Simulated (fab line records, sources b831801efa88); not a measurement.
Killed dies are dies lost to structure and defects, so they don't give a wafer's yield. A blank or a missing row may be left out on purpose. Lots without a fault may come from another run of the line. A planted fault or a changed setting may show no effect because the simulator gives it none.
Which tool did it? | flow gf180mcu | 14 lots, 42 wafers sampled, at 4 steps of a route of 602

WHAT THE GAUGES READ, wafer by wafer
GF_STI_THK_MEAS_02.
lot  | measured    | on            | STI_OXIDATION_THK (nm)
L293 | day 1 11:32 | film_metro-04 | 9.77 10.02 10.03
L294 | day 1 18:43 | film_metro-02 | 16.13 16.29 16.23
L295 | day 1 21:34 | film_metro-02 | 9.98 10.09 10.14
L296 | day 2 04:04 | film_metro-03 | 16.69 16.51 15.98
L300 | day 2 23:29 | film_metro-02 | 10.16 10.07 10.15
L306 | day 4 06:10 | film_metro-02 | 9.68 9.68 9.65
L307 | day 4 10:08 | film_metro-03 | 10.22 10.43 10.55
L308 | day 4 15:16 | film_metro-04 | 9.96 10.09 10.17
L309 | day 4 19:58 | film_metro-02 | 9.86 9.87 9.85
L310 | day 5 00:31 | film_metro-02 | 10.24 10.53 10.57
L311 | day 5 05:32 | film_metro-02 | 9.93 9.89 9.95
L313 | day 5 15:31 | film_metro-03 | 10.02 10.00 10.07
L314 | day 5 20:44 | film_metro-02 | 9.65 9.69 9.56
L315 | day 6 01:55 | film_metro-03 | 9.82 9.70 9.83

GF_STI_THK_MEAS_30.
lot  | measured    | on            | STI_OXIDATION_02_THK (nm)
L293 | day 2 05:33 | film_metro-03 | 9.85 10.13 10.10
L294 | day 2 11:58 | film_metro-04 | 9.98 9.98 9.85
L295 | day 2 18:38 | film_metro-02 | 9.92 10.04 10.10
L296 | day 2 22:17 | film_metro-03 | 10.02 10.25 10.18
L300 | day 3 19:39 | film_metro-02 | 9.69 9.97 9.68
L306 | day 5 03:32 | film_metro-03 | 10.19 10.09 10.23
L307 | day 5 06:55 | film_metro-04 | 10.29 10.27 10.31
L308 | day 5 11:43 | film_metro-02 | 9.84 9.94 9.66
L309 | day 5 16:56 | film_metro-03 | 10.10 10.27 10.29
L310 | day 5 22:01 | film_metro-02 | 10.09 10.17 10.10
L311 | day 6 03:05 | film_metro-04 | 10.00 10.08 10.14
L313 | day 6 13:56 | film_metro-02 | 10.05 10.05 10.06
L314 | day 6 20:36 | film_metro-04 | 9.86 10.07 10.07
L315 | day 6 23:11 | film_metro-04 | 10.37 10.12 10.21

GF_MVSD_OVL_MEAS_07.
lot  | measured    | on         | MVSD_OVL (nm)
L293 | day 4 10:18 | overlay-02 | -0.9 -2.1 -2.0
L294 | day 4 16:28 | overlay-02 | -1.9 -2.4 -2.7
L295 | day 4 23:44 | overlay-02 | 1.8 2.5 1.2
L296 | day 5 04:41 | overlay-01 | -0.9 -2.3 -2.5
L300 | day 6 04:17 | overlay-01 | 0.5 -0.9 -1.0
L306 | day 7 17:14 | overlay-02 | -0.8 -0.5 2.0
L307 | day 7 20:26 | overlay-02 | 1.4 3.0 0.7
L308 | day 8 02:46 | overlay-02 | -2.2 -0.9 0.1
L309 | day 8 07:21 | overlay-01 | -0.5 -1.7 -1.4
L310 | day 8 12:31 | overlay-02 | 1.1 -0.5 -0.5
L311 | day 8 17:42 | overlay-02 | -1.4 0.3 -1.0
L313 | day 9 04:02 | overlay-02 | -0.7 0.3 -0.8
L314 | day 9 12:16 | overlay-01 | -3.5 -2.4 -2.9
L315 | day 9 15:44 | overlay-01 | -0.9 -1.0 -1.2

WHICH TOOL RAN EACH LOT (tool, then ch and the chambers of the sampled wafers, then the start)
lot  | GF_STI_OXIDATION_01
L293 | furnace-01 ch 0, day 1 10:07
L294 | furnace-01 ch 0, day 1 15:07 and furnace-02 ch 0, day 1 17:18
L295 | furnace-02 ch 0, day 1 20:10
L296 | furnace-02 ch 0, day 2 01:07
L300 | furnace-01 ch 0, day 2 22:04
L306 | furnace-01 ch 0, day 4 04:46
L307 | furnace-02 ch 0, day 4 08:44
L308 | furnace-01 ch 0, day 4 13:51
L309 | furnace-01 ch 0, day 4 18:32
L310 | furnace-02 ch 0, day 4 23:07
L311 | furnace-02 ch 0, day 5 04:07
L313 | furnace-01 ch 0, day 5 14:07
L314 | furnace-02 ch 0, day 5 19:20
L315 | furnace-02 ch 0, day 6 00:31
- GF_STI_OXIDATION_01: stabilise 600 s, purge 300 s, target thk 10 nm.

WHAT THE TOOLS THEMSELVES READ (means of the sampled wafers that have a number; where no wafer has one, the mark that the record gives instead)
The record holds no such reading with a usual standard deviation.

THE ANSWER, worked out from the rows above alone
Rule: what is usual is taken from the lots themselves. Put in order of their means at a reading, lots are off if they are a third of the lots or fewer, leave a main group of 4 or more, and stand apart from it by a gap of 3 or more times the standard deviation of the main group's means; of several such gaps the widest counts. A main group whose means are all the same, to the digits that the tables above print for the reading, isn't used. A lot without any number at a reading at which 4 lots or more have one is off too. The other lots that the step has rows for count as sound. The gauges are gone through in route order, then the tools' own readings, and for those a lot's mean is taken as printed above. The first step at which some lot is off is used, and at that step the reading that is off furthest; a lot without a number counts as furthest.
Off: L294, L296, at GF_STI_THK_MEAS_02 (STI_OXIDATION_THK). The main group: mean 10.00 nm, standard deviation 0.24.
A tool fits if, at a process step before that reading, it ran every lot that is off, and no sound lot after the first of them. The gauges at GF_STI_THK_MEAS_02 are tried like those tools. None of those tried fits.

WHAT THE SIMULATOR HAD PUT IN
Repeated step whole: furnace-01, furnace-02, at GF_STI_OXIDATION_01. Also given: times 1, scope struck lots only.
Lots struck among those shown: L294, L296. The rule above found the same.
